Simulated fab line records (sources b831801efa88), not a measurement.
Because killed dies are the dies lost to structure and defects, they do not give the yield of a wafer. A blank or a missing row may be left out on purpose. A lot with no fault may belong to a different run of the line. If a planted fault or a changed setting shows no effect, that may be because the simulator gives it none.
fab line records	flow sky130
record: lots: 6	wafers: 18	last_day: 50
route steps=708 shown METAL2@501 VIA2@507 PAD_OPEN@708
lots with no fault: from the same line, run without faults
start_h: hours from the record's opening day to when the first of the lot's shown wafers began	wait_h: hours from the lot's prior step to this one	" as in the row above	L1.1+2: a row that stands for several wafers	- no value, or no start was given	* or withheld: withheld	< > ~ a bound
route shown NAME@n: names a module that has steps shown in the file, with the first one's number in the route	usual: mean/standard deviation taken from wafers without a fault	same: alike in all rows	chamber/n: place in a boat	sites: per-site readings	_std_site: the standard deviation of these	_edge_site: mean of outer sites minus mean of inner sites	radius_mm: how far each site lies from the wafer's centre	mask NAME#n: copy n	behind: the most recent tool/chamber to have shaped the wafer	hold: reason for holding the lot/hours on hold/outcome of the hold	device: whichever transistor did not switch (one of n, p or np)	end of line: tests run on the same wafers once the route is complete	where a step has no rows: the recipe by itself	killed: at the first sort, the dies lost to defects and structure; wafer yield is something else	map: dies across one wafer; x = killed, . = not, _ = none there
set.NAME: setting as actually run; set.NAME@STEP: the setting as run at that earlier step	model.NAME: the simulator's own value behind a step, which no gauge read
lots at some steps of the route; a table a step, a row a wafer
services: from which hour (start_h, from the record's first day; less than 0 if before it) a tool's chamber was out of use, for how many hours, and why
== steps ==
step: SKY_METAL2_ETCH_18
recipe: chemistry: N2/H2	target: BARC	ion_energy_ev: 200	bias_w: 100	pressure_mtorr: 30	n2_flow_sccm: 100	h2_flow_sccm: 200	icp_w: 500	stop_on: SiO2	time_s: 45.9	target_depth_a: 600
usual: drypump_motor_current_A: 5.97/0.19	oes_product_au: 0.854/0.0046	throttle_valve_pct: 13.226/0.01
lot.wafer	tool	chamber	start_h	wait_h	drypump_motor_current_A	oes_product_au	rf_hours_counter_h	throttle_valve_pct
L580.1	rie_metal-03	1	848.59	0.0	5.97	0.854	5	13.217
L580.2	"	0	"	"	5.61	0.857	9	13.221
L580.4	"	0	"	"	5.63	0.861	-	13.205
L579.1	rie_metal-02	1	854.63	0.0	6.32	0.858	2	13.231
L579.2	"	0	"	"	6.00	0.846	7	13.236
L579.3	"	0	"	"	5.98	0.854	-	13.240
L589.1	rie_metal-03	1	922.55	0.1	5.99	0.858	8	13.240
L589.4	"	1	"	"	5.99	0.845	-	13.221
L589.5	"	1	"	"	6.00	0.854	-	13.223
L590.2	rie_metal-01	1	929.39	0.0	5.95	0.847	17	13.225
L590.3	"	1	"	"	5.95	0.863	-	13.230
L590.5	"	1	"	"	5.94	0.855	-	13.250
L591.1	rie_metal-01	0	941.69	0.0	5.95	0.856	8	13.222
L591.2	"	1	"	"	5.95	0.854	18	13.207
L591.4	"	0	"	"	5.95	0.858	-	13.225
L597.2	rie_metal-01	1	973.23	0.0	5.94	0.851	19	13.237
L597.4	"	0	"	"	5.96	0.854	-	13.222
L597.5	"	1	"	"	5.94	0.848	-	13.235
step: SKY_METAL2_METAL_ETCH_19
recipe: target_depth_a: 3600	stop_on: SiO2	over_etch_frac: 0.3	time_s: 78	chemistry: Cl2/BCl3	resist_sidewall_deg: 88	pressure_mtorr: 10	icp_w: 900	bias_w: 48.5	Cl2_flow_sccm: 60	bcl3_flow_sccm: 30
usual: drypump_motor_current_A: 5.96/0.18	oes_product_au: 0.854/0.0062	throttle_valve_pct: 22.264/0.0091
lot.wafer	tool	chamber	start_h	wait_h	drypump_motor_current_A	oes_product_au	rf_hours_counter_h	throttle_valve_pct
L580.1	rie_metal-03	1	848.65	0.0	5.96	0.854	5	22.275
L580.2	"	0	"	"	5.62	0.856	9	22.275
L580.4	"	0	"	"	5.62	0.854	-	22.281
L579.1	rie_metal-02	1	854.69	0.0	6.32	0.857	2	22.251
L579.2	"	0	"	"	6.00	0.853	7	22.269
L579.3	"	0	"	"	6.01	0.852	-	22.255
L589.1	rie_metal-03	1	922.68	0.1	5.96	0.851	8	22.268
L589.4	"	1	"	"	5.98	0.852	-	22.273
L589.5	"	1	"	"	5.97	0.860	-	22.258
L590.2	rie_metal-01	1	929.45	0.0	5.92	0.859	18	22.267
L590.3	"	1	"	"	5.94	0.860	-	22.250
L590.5	"	1	"	"	5.94	0.867	-	22.264
L591.1	rie_metal-01	0	941.75	0.0	5.97	0.853	8	22.269
L591.2	"	1	"	"	5.94	0.849	18	22.277
L591.4	"	0	"	"	5.96	0.845	-	22.279
L597.2	rie_metal-01	1	973.29	0.0	5.98	0.848	20	22.276
L597.4	"	0	"	"	5.94	0.854	-	22.246
L597.5	"	1	"	"	5.97	0.858	-	22.252
step: SKY_METAL2_STRIP_20
recipe: chemistry: O2/N2	power_w: 1400	pressure_mtorr: 1500	platen_temp_c: withheld	o2_flow_sccm: 3000	n2_flow_sccm: 300	overash_fraction: 0.5
usual: drypump_motor_current_A: 5.87/0.3	o2_flow_sccm: 3001/9.1	oes_product_au: 0.343/0.0047	strip_time_to_endpoint_s: 2.69/0.066
lot.wafer	tool	chamber	start_h	wait_h	drypump_motor_current_A	o2_flow_sccm	oes_product_au	rf_hours_counter_h	strip_time_to_endpoint_s
L580.1	plasma_asher-01	0	848.74	0.1	5.71	3011	0.345	105	2.77
L580.2	"	1	"	"	5.30	3001	0.340	105	2.62
L580.4	"	0	"	"	5.70	3010	0.345	-	2.64
L579.1	plasma_asher-02	0	854.78	0.1	5.77	2985	0.339	11	2.63
L579.2	"	1	"	"	6.03	2991	0.350	11	2.79
L579.3	"	0	"	"	5.80	3010	0.350	-	2.82
L589.1	plasma_asher-02	0	922.86	0.1	5.82	3014	0.350	22	2.74
L589.4	"	0	"	"	5.81	3000	0.341	-	2.72
L589.5	"	0	"	"	5.80	3012	0.347	-	2.72
L590.2	plasma_asher-03	0	929.54	0.1	6.20	2997	0.349	85	2.64
L590.3	"	0	"	"	6.24	3007	0.338	-	2.66
L590.5	"	0	"	"	6.21	2995	0.338	-	2.66
L591.1	plasma_asher-02	1	941.84	0.1	6.04	2999	0.342	24	2.66
L591.2	"	0	"	"	5.80	2998	0.339	24	2.64
L591.4	"	1	"	"	6.07	3001	0.340	-	2.69
L597.2	plasma_asher-02	1	973.38	0.1	6.04	2992	0.345	27	2.73
L597.4	"	0	"	"	5.79	2994	0.348	-	2.69
L597.5	"	1	"	"	6.05	3001	0.347	-	2.72
step: SKY_METAL2_STRIP_21
recipe: chemistry: post_etch_residue_remover	time_s: 1200	temp_c: 72.5
step: SKY_METAL2_CLEAN_22
recipe: chemistry: IPA	time_s: 180	temp_c: 25
step: SKY_METAL2_CLEAN_23
recipe: chemistry: O3/DIW	dry: n2_spin
step: SKY_VIA2_HDPCVD_00
recipe: material: SiO2	target_thk_nm: 1180	sigma_open_frac: 0.3	time_s: 196.7	temp_c: 400	sih4_flow_sccm: 60	pressure_mtorr: 6
step: SKY_VIA2_THK_MEAS_01
recipe: reads: SiO2_of_VIA2_HDPCVD_00
usual: VIA2_HDPCVD_THK: 1174/16
lot.wafer	tool	chamber	start_h	wait_h	VIA2_HDPCVD_THK[nm]
L580.1	film_metro-03	-	849.46	0.1	1166
L580.2	"	-	"	"	1165
L580.4	"	-	"	"	1155
L579.1	film_metro-02	-	855.53	0.1	1172
L579.2	"	-	"	"	1184
L579.3	"	-	"	"	1157
L589.1	film_metro-02	-	923.92	0.1	1201
L589.4	"	-	"	"	1193
L589.5	"	-	"	"	1199
L590.2	film_metro-01	-	930.30	0.1	1186
L590.3	"	-	"	"	1186
L590.5	"	-	"	"	1192
L591.1	film_metro-02	-	942.80	0.3	1148
L591.2	"	-	"	"	1183
L591.4	"	-	"	"	1192
L597.2	film_metro-02	-	974.12	0.1	1166
L597.4	"	-	"	"	1166
L597.5	"	-	"	"	1168
step: SKY_VIA2_CMP_02
recipe: material: SiO2	down_force_psi: 4	platen_rpm: 60	pad_velocity_m_s: 0.94248
usual: edge_zone_pressure_frac: 0.999/0.0048	motor_current_A: 11.8/1.2	retaining_ring_pressure_frac: 1.000/0.0054
lot.wafer	tool	chamber	start_h	wait_h	edge_zone_pressure_frac	motor_current_A	retaining_ring_pressure_frac
L580.4	cmp-01	1	849.57	0.1	1.004	11.6	1.002
L580.1	"	2	"	"	1.000	9.4	0.994
L580.2	"	3	"	"	1.006	11.5	0.993
L579.3	cmp-01	1	855.59	0.0	0.992	10.9	0.996
L579.1	"	2	"	"	1.001	9.5	1.008
L579.2	"	3	"	"	1.000	11.5	1.005
L589.1	cmp-01	2	924.03	0.1	0.999	9.2	1.001
L589.4	"	0	"	"	0.997	12.7	1.000
L589.5	"	2	"	"	0.994	9.5	1.007
L590.2	cmp-02	1	930.35	0.0	0.993	12.2	0.996
L590.3	"	3	"	"	1.002	12.3	1.006
L590.5	"	2	"	"	1.003	14.1	0.995
L591.1	cmp-01	3	943.10	0.3	1.004	12.2	0.997
L591.4	"	1	"	"	1.003	11.0	1.007
L591.2	"	2	"	"	0.997	9.8	1.000
L597.2	cmp-02	2	974.17	0.0	1.004	13.3	1.002
L597.4	"	3	"	"	1.004	12.3	0.998
L597.5	"	3	"	"	1.006	12.7	0.997
step: SKY_VIA2_BOW_MEAS_03
recipe: mode: bow
usual: VIA2_BOW: 86/7.8
lot.wafer	tool	chamber	start_h	wait_h	VIA2_BOW[um]
L580.1	film_metro-02	-	849.82	0.1	84
L580.2	"	-	"	"	76
L580.4	"	-	"	"	86
L579.1	film_metro-02	-	855.89	0.2	77
L579.2	"	-	"	"	83
L579.3	"	-	"	"	83
L589.1	film_metro-03	-	924.28	0.2	89
L589.4	"	-	"	"	91
L589.5	"	-	"	"	87
L590.2	film_metro-02	-	930.67	0.3	84
L590.3	"	-	"	"	95
L590.5	"	-	"	"	86
L591.1	film_metro-01	-	943.40	0.2	90
L591.2	"	-	"	"	87
L591.4	"	-	"	"	99
L597.2	film_metro-02	-	974.49	0.3	80
L597.4	"	-	"	"	87
L597.5	"	-	"	"	80
step: SKY_VIA2_DEHYDRATE_04
recipe: temp_c: 200	time_s: 60
step: SKY_VIA2_HMDS_05
recipe: prime_time_s: 60	prime_temp_c: 120
step: SKY_VIA2_COAT_06
recipe: resist: BARC	temp_c: withheld	time_s: withheld	spin_rpm: 3000	resist_thk_nm: 60
usual: dispense_pressure_kPa: 46.5/2
lot.wafer	tool	chamber	start_h	wait_h	dispense_pressure_kPa
L580.1	litho_track-02	0	861.99	0.1	49.3
L580.2	"	0	"	"	49.3
L580.4	"	0	"	"	49.3
L579.1	litho_track-04	0	868.79	0.1	44.9
L579.2	"	0	"	"	44.9
L579.3	"	0	"	"	44.9
L589.1	litho_track-02	0	936.59	0.1	49.3
L589.4	"	0	"	"	49.3
L589.5	"	0	"	"	49.3
L590.2	litho_track-03	0	942.97	0.1	45.3
L590.3	"	0	"	"	45.3
L590.5	"	0	"	"	45.3
L591.1	litho_track-02	0	954.59	0.1	49.3
L591.2	"	0	"	"	49.3
L591.4	"	0	"	"	49.3
L597.2	litho_track-04	0	985.77	0.1	44.9
L597.4	"	0	"	"	44.9
L597.5	"	0	"	"	44.9
step: SKY_VIA2_COAT_07
recipe: resist: KrF-thick	spin_rpm: 3000	resist_thk_nm: 450
step: SKY_VIA2_SOFTBAKE_08
recipe: temp_c: 100	time_s: 90	resist: KrF-thick
step: SKY_VIA2_EXPOSE_09
recipe: mask_id: VIM2	na: 0.8	source_shape: annular	sigma_inner: 0.55	sigma_outer: 0.85	target_cd_nm: 200	dose_mj: 38
step: SKY_VIA2_PEB_10
recipe: peb_temp_c: withheld	peb_time_s: withheld	resist: KrF-thick
step: SKY_VIA2_DEVELOP_11
recipe: develop_time_s: 60	resist: KrF-thick	dev_temp_c: 21
step: SKY_VIA2_CD_MEAS_12
recipe: target_cd_nm: 200
usual: cd_nm: 200.2/1.5
lot.wafer	tool	chamber	start_h	wait_h	cd_nm
L580.1	cd_sem-01	-	875.35	-	201.7
L580.2	"	-	"	"	202.7
L580.4	"	-	"	"	201.9
L579.1	cd_sem-01	-	881.85	-	199.9
L579.2	"	-	"	"	199.8
L579.3	"	-	"	"	200.3
L589.1	cd_sem-02	-	948.45	-	199.5
L589.4	"	-	"	"	199.4
L589.5	"	-	"	"	199.5
L590.2	cd_sem-02	-	954.92	-	199.8
L590.3	"	-	"	"	200.6
L590.5	"	-	"	"	199.9
L591.1	cd_sem-01	-	967.65	-	199.6
L591.2	"	-	"	"	199.0
L591.4	"	-	"	"	199.5
L597.2	cd_sem-01	-	997.67	-	199.9
L597.4	"	-	"	"	199.5
L597.5	"	-	"	"	199.7
step: SKY_VIA2_OVL_MEAS_13
usual: VIA2_OVL: 4/5.7
lot.wafer	tool	chamber	start_h	wait_h	VIA2_OVL[nm]
L580.1	overlay-02	-	875.47	0.1	3
L580.2	"	-	"	"	6
L580.4	"	-	"	"	2
L579.1	overlay-02	-	881.97	0.1	5
L579.2	"	-	"	"	7
L579.3	"	-	"	"	4
L589.1	overlay-02	-	948.57	0.1	10
L589.4	"	-	"	"	3
L589.5	"	-	"	"	1
L590.2	overlay-02	-	955.02	0.1	-3
L590.3	"	-	"	"	-5
L590.5	"	-	"	"	3
L591.1	overlay-01	-	967.77	0.1	2
L591.2	"	-	"	"	-1
L591.4	"	-	"	"	-1
L597.2	overlay-02	-	997.77	0.1	0
L597.4	"	-	"	"	-2
L597.5	"	-	"	"	3
step: SKY_VIA2_ETCH_14
recipe: chemistry: N2/H2	target: BARC	ion_energy_ev: 200	source_w: 500	bias_w: 100	pressure_mtorr: 30	n2_flow_sccm: 100	h2_flow_sccm: 200	stop_on: SiO2	time_s: 45.9	target_depth_a: 600
usual: drypump_motor_current_A: 5.7/0.45	oes_product_au: 0.854/0.0045	throttle_valve_pct: 13.226/0.0091
lot.wafer	tool	chamber	start_h	wait_h	drypump_motor_current_A	oes_product_au	rf_hours_counter_h	throttle_valve_pct	model.etch.depth_nm
L580.1	rie_diel-02	3	875.50	0.0	6.4	0.858	14	13.238	59.93
L580.2	"	2	"	"	5.8	0.860	21	13.231	60.16
L580.4	"	3	"	"	6.4	0.858	-	13.208	59.9
L579.1	rie_diel-04	2	882.00	0.0	5.7	0.852	14	13.225	60.04
L579.2	"	3	"	"	5.5	0.857	5	13.236	60.06
L579.3	"	0	"	"	5.5	0.855	13	13.211	59.94
L589.1	rie_diel-04	3	948.60	0.0	5.5	0.846	7	13.235	58.44
L589.4	"	2	"	"	5.7	0.840	16	13.231	58.33
L589.5	"	2	"	"	5.7	0.840	-	13.225	58.41
L590.2	rie_diel-04	2	955.05	0.0	5.7	0.861	16	13.202	60.23
L590.3	"	3	"	"	5.5	0.864	7	13.233	60.3
L590.5	"	1	"	"	5.1	0.852	-	13.231	60.04
L591.1	rie_diel-04	2	967.80	0.0	5.7	0.841	16	13.213	58.63
L591.2	"	0	"	"	5.5	0.843	15	13.231	58.76
L591.4	"	1	"	"	5.0	0.837	2	13.230	58.62
L597.2	rie_diel-01	0	997.80	0.0	5.6	0.853	8	13.242	60.03
L597.4	"	3	"	"	6.1	0.856	5	13.214	60.12
L597.5	"	0	"	"	5.6	0.848	-	13.242	60.08
step: SKY_VIA2_ETCH_15
recipe: target: SiO2	chemistry: C4F8/O2/Ar	target_depth_nm: 546	stop_on: TiN	mask_material: KrF-thick	source_w: 1500	bias_w: 1200	pressure_mtorr: 40	c4f8_flow_sccm: withheld	O2_flow_sccm: 6	Ar_flow_sccm: 300	time_s: 84
usual: oes_product_au: 0.940/0.0047
lot.wafer	tool	chamber	start_h	wait_h	oes_product_au
L580.1	rie_diel-02	3	875.57	0.0	0.940
L580.2	"	2	"	"	0.938
L580.4	"	3	"	"	0.938
L579.1	rie_diel-04	2	882.05	0.0	0.940
L579.2	"	3	"	"	0.936
L579.3	"	0	"	"	0.939
L589.1	rie_diel-04	3	948.65	0.0	0.928
L589.4	"	2	"	"	0.943
L589.5	"	2	"	"	0.946
L590.2	rie_diel-04	2	955.10	0.0	0.929
L590.3	"	3	"	"	0.934
L590.5	"	1	"	"	0.942
L591.1	rie_diel-04	2	967.85	0.0	0.950
L591.2	"	0	"	"	0.946
L591.4	"	1	"	"	0.943
L597.2	rie_diel-01	0	997.85	0.0	0.944
L597.4	"	3	"	"	0.937
L597.5	"	0	"	"	0.938
step: SKY_PAD_OPEN_PROBE_99
usual: defect_limited_yield: 82.8/2	killed_at_M0_to_M3: 43/7.8	killed_at_M4_up: 3.2/1.9	killed_at_contacts: 24/5	killed_at_front_end: 14/4.5	killed_at_other: 0.2/0.41	killed_dies: 84/9.6	killed_open: 47/6.9	killed_short: 38/6	sort_bin_3_pad_short: 0.8/0.43	sort_bin_5_function: 10.1/1.4	sort_bin_6_memory: 6.3/1.1	sort_n_pass: 408/9.6	sort_yield_pct: 82.8/2
same: gross_dies: 492	killed_at_back_side: 0	sort_bin_4_leakage[%]: 0	sort_bin_8_speed[%]: 0
lot.wafer	tool	chamber	start_h	wait_h	defect_limited_yield[%]	killed_at_M0_to_M3	killed_at_M4_up	killed_at_contacts	killed_at_front_end	killed_at_other	killed_dies	killed_open	killed_short	sort_bin_3_pad_short[%]	sort_bin_5_function[%]	sort_bin_6_memory[%]	sort_n_pass	sort_yield_pct[%]
L580.1	prober-02	-	1096.95	0.1	82.7	49	7	20	9	0	85	45	40	0.2	10.2	6.9	407	82.7
L580.2	prober-02	-	1097.00	0.1	81.3	48	1	33	10	0	92	57	35	0.6	9.8	8.3	400	81.3
L580.4	prober-02	-	1097.10	0.2	79.9	55	5	26	13	0	99	52	47	0.8	11.0	8.3	393	79.9
L579.1	prober-01	-	1105.22	0.1	82.1	43	3	28	14	0	88	44	44	0.8	11.0	6.1	404	82.1
L579.2	prober-01	-	1105.27	0.1	85.0	36	4	18	15	1	74	40	34	0.2	7.7	7.1	418	85.0
L579.3	prober-01	-	1105.32	0.2	84.1	41	1	24	12	0	78	42	36	0.6	8.9	6.3	414	84.1
L589.1	prober-02	-	1155.70	0.1	84.3	40	3	21	13	0	77	41	36	0.4	9.1	6.1	415	84.3
L589.4	prober-02	-	1155.85	0.2	87.6	25	3	21	11	1	61	32	29	0.2	7.7	4.5	431	87.6
L589.5	prober-02	-	1155.90	0.2	84.1	44	5	21	8	0	78	42	36	0.6	9.8	5.5	414	84.1
L590.2	prober-01	-	1158.96	0.1	81.3	32	0	35	24	1	92	59	33	1.2	10.6	6.9	400	81.3
L590.3	prober-01	-	1159.01	0.2	80.3	56	2	21	18	0	97	56	41	1.2	11.8	6.7	395	80.3
L590.5	prober-01	-	1159.11	0.2	84.3	43	0	25	9	0	77	48	29	0.6	9.8	5.3	415	84.3
L591.1	prober-02	-	1168.60	0.1	81.9	46	5	22	16	0	89	51	38	1.0	9.6	7.5	403	81.9
L591.2	prober-02	-	1168.65	0.1	83.9	43	5	17	14	0	79	39	40	0.8	10.0	5.3	413	83.9
L591.4	prober-02	-	1168.75	0.2	82.5	42	6	28	10	0	86	48	38	0.8	11.6	5.1	406	82.5
L597.2	prober-02	-	1190.29	0.1	82.9	49	1	17	15	2	84	44	40	0.6	10.2	6.3	408	82.9
L597.4	prober-02	-	1190.39	0.2	80.7	46	2	34	13	0	95	51	44	1.2	10.2	7.9	397	80.7
L597.5	prober-02	-	1190.44	0.2	83.1	52	1	15	15	0	83	46	37	0.2	10.6	6.1	409	83.1
killed by level:class
L580.1 VIA1:geometric_particle:open=13 CONTACT:geometric_particle:short=6 VIA2:geometric_particle:open=6 LI_CONTACT:geometric_particle:open=5 METAL2:geometric_particle:short=5 METAL4:geometric_particle:short=5 VIA3:geometric_particle:open=5 METAL1:geometric_particle:short=4
L580.2 CONTACT:geometric_particle:open=19 VIA2:geometric_particle:open=9 VIA1:geometric_particle:open=9 VIA3:geometric_particle:open=9 METAL2:geometric_particle:short=6 VIA3:geometric_particle:short=6 CONTACT:geometric_particle:short=4 METAL3:geometric_particle:short=3
L580.4 VIA1:geometric_particle:open=12 CONTACT:geometric_particle:open=11 METAL2:geometric_particle:short=10 VIA3:geometric_particle:open=9 VIA2:geometric_particle:open=8 METAL1:geometric_particle:short=6 FIELD_ISO:geometric_particle:short=5 CONTACT:geometric_particle:short=5
L579.1 VIA1:geometric_particle:open=10 VIA2:geometric_particle:open=9 LI_CONTACT:geometric_particle:open=8 CONTACT:geometric_particle:short=8 VIA1:geometric_particle:short=5 LI_CONTACT:geometric_particle:short=4 CONTACT:geometric_particle:open=4 METAL1:geometric_particle:short=4
L579.2 VIA1:geometric_particle:short=7 LI_CONTACT:geometric_particle:open=6 VIA3:geometric_particle:open=6 CONTACT:geometric_particle:open=5 VIA2:geometric_particle:open=5 METAL1:geometric_particle:short=4 METAL2:geometric_particle:short=4 FIELD_ISO:geometric_particle:open=3
L579.3 CONTACT:geometric_particle:open=14 VIA1:geometric_particle:open=8 METAL2:geometric_particle:short=6 VIA1:geometric_particle:short=6 CONTACT:geometric_particle:short=5 VIA2:geometric_particle:open=5 VIA3:geometric_particle:short=5 VIA3:geometric_particle:open=4
L589.1 VIA2:geometric_particle:open=11 VIA1:geometric_particle:open=8 LI_CONTACT:geometric_particle:open=7 FIELD_ISO:geometric_particle:short=6 CONTACT:geometric_particle:open=5 METAL1:geometric_particle:short=5 FIELD_ISO:geometric_particle:open=4 VIA2:geometric_particle:short=4
L589.4 CONTACT:geometric_particle:open=10 METAL1:geometric_particle:short=6 CONTACT:geometric_particle:short=4 VIA2:geometric_particle:open=4 VIA3:geometric_particle:open=4 SONOS_ONO:geometric_particle:open=3 SPACER:geometric_particle:short=3 LOCAL_INTERCONNECT:geometric_particle:open=3
L589.5 METAL2:geometric_particle:short=9 VIA1:geometric_particle:open=9 VIA3:geometric_particle:open=8 LI_CONTACT:geometric_particle:open=7 CONTACT:geometric_particle:open=6 VIA1:geometric_particle:short=6 VIA2:geometric_particle:open=4 METAL4:geometric_particle:short=4
L590.2 CONTACT:geometric_particle:open=12 LI_CONTACT:geometric_particle:open=10 POLY_GATE:geometric_particle:open=7 VIA1:geometric_particle:open=6 VIA2:geometric_particle:open=6 FIELD_ISO:geometric_particle:open=5 FIELD_ISO:geometric_particle:short=4 CONTACT:geometric_particle:short=4
L590.3 VIA1:geometric_particle:open=12 CONTACT:geometric_particle:open=11 VIA3:geometric_particle:open=8 METAL1:geometric_particle:short=8 FIELD_ISO:geometric_particle:open=7 METAL2:geometric_particle:short=7 VIA1:geometric_particle:short=6 POLY_GATE:geometric_particle:short=5
L590.5 VIA1:geometric_particle:open=12 LI_CONTACT:geometric_particle:open=10 CONTACT:geometric_particle:open=8 VIA2:geometric_particle:open=6 VIA1:geometric_particle:short=5 VIA3:geometric_particle:open=5 METAL1:geometric_particle:short=4 METAL2:geometric_particle:short=4
L591.1 VIA2:geometric_particle:open=11 LI_CONTACT:geometric_particle:open=8 VIA1:geometric_particle:open=8 METAL2:geometric_particle:short=6 LOCAL_INTERCONNECT:geometric_particle:short=5 CONTACT:geometric_particle:open=5 METAL4:geometric_particle:short=5 VIA3:geometric_particle:open=5
L591.2 VIA3:geometric_particle:open=9 VIA1:geometric_particle:open=8 FIELD_ISO:geometric_particle:short=5 LI_CONTACT:geometric_particle:open=5 CONTACT:geometric_particle:short=5 METAL2:geometric_particle:short=5 METAL4:geometric_particle:short=5 CONTACT:geometric_particle:open=4
L591.4 VIA1:geometric_particle:open=14 CONTACT:geometric_particle:open=10 VIA2:geometric_particle:open=6 LI_CONTACT:geometric_particle:open=5 METAL4:geometric_particle:short=4 VIA1:geometric_particle:short=4 LOCAL_INTERCONNECT:geometric_particle:short=4 CONTACT:geometric_particle:short=4
L597.2 VIA1:geometric_particle:open=10 VIA2:geometric_particle:open=9 METAL2:geometric_particle:short=7 CONTACT:geometric_particle:open=6 VIA2:geometric_particle:short=6 VIA3:geometric_particle:open=6 FIELD_ISO:geometric_particle:open=4 POLY_GATE:geometric_particle:short=4
L597.4 CONTACT:geometric_particle:open=15 VIA1:geometric_particle:open=14 CONTACT:geometric_particle:short=9 METAL2:geometric_particle:short=7 LI_CONTACT:geometric_particle:open=6 VIA2:geometric_particle:open=5 METAL1:geometric_particle:short=4 VIA1:geometric_particle:short=4
L597.5 VIA1:geometric_particle:open=10 VIA2:geometric_particle:open=9 METAL2:geometric_particle:short=7 VIA3:geometric_particle:open=6 POLY_GATE:geometric_particle:open=5 LI_CONTACT:geometric_particle:open=5 METAL1:geometric_particle:short=5 POLY_GATE:geometric_particle:short=4
== services ==
tool	chamber	start_h	hours	kind
rie_diel-02	-	827.24	14.6	pm
rie_metal-03	0	827.87	1.1	repair
rie_diel-01	2	839.34	49.8	repair
cmp-02	-	843.23	4.8	pm
plasma_asher-01	-	850.47	76.3	pm
rie_metal-02	-	855.97	0.8	repair
rie_diel-02	-	864.72	0.3	repair
cmp-01	-	867.23	0.3	repair
rie_diel-02	0	868.22	10.3	repair
rie_metal-02	-	881.20	0.7	repair
rie_diel-02	2	882.95	8.6	repair
rie_diel-02	0	889.35	3.4	repair
cmp-01	-	891.98	5.2	pm
rie_diel-04	1	895.56	2.7	repair
rie_metal-01	0	911.02	9.7	repair
cmp-01	-	912.18	4.0	pm
rie_metal-02	-	919.90	2.8	pm
rie_metal-03	0	920.99	17.3	repair
cmp-01	-	924.93	7.1	pm
cmp-01	-	958.01	2.0	repair
rie_metal-01	-	966.48	0.8	repair
rie_diel-01	2	982.58	4.0	repair
rie_diel-01	1	984.18	3.6	repair
cmp-01	-	990.30	4.2	repair
== key ==
first_sign: step: SKY_VIA2_ETCH_14	reading: oes_product_au	direction: down	sigmas: 2.9	usual: 0.854	struck: 0.841
effect none on later readings
model_effect: step: SKY_VIA2_ETCH_14	value: etch.depth_nm	without: 60.2	struck: 58.53
met_at SKY_VIA2_COAT_06
struck_wafers L589.1,L589.4,L589.5,L591.1,L591.2,L591.4
onset_between 861.99 936.59
also_fits SKY_VIA2_CMP_02:cmp-01
fault: kind: process_parameter_drift	tool: litho_track-02	chamber: -	onset_h: 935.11	steps: SKY_VIA2_COAT_06	channel: resist_thk_nm	offset: -1.6658	shape: step	end_h: 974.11	acts_in: these_recipes_only	stated: 60
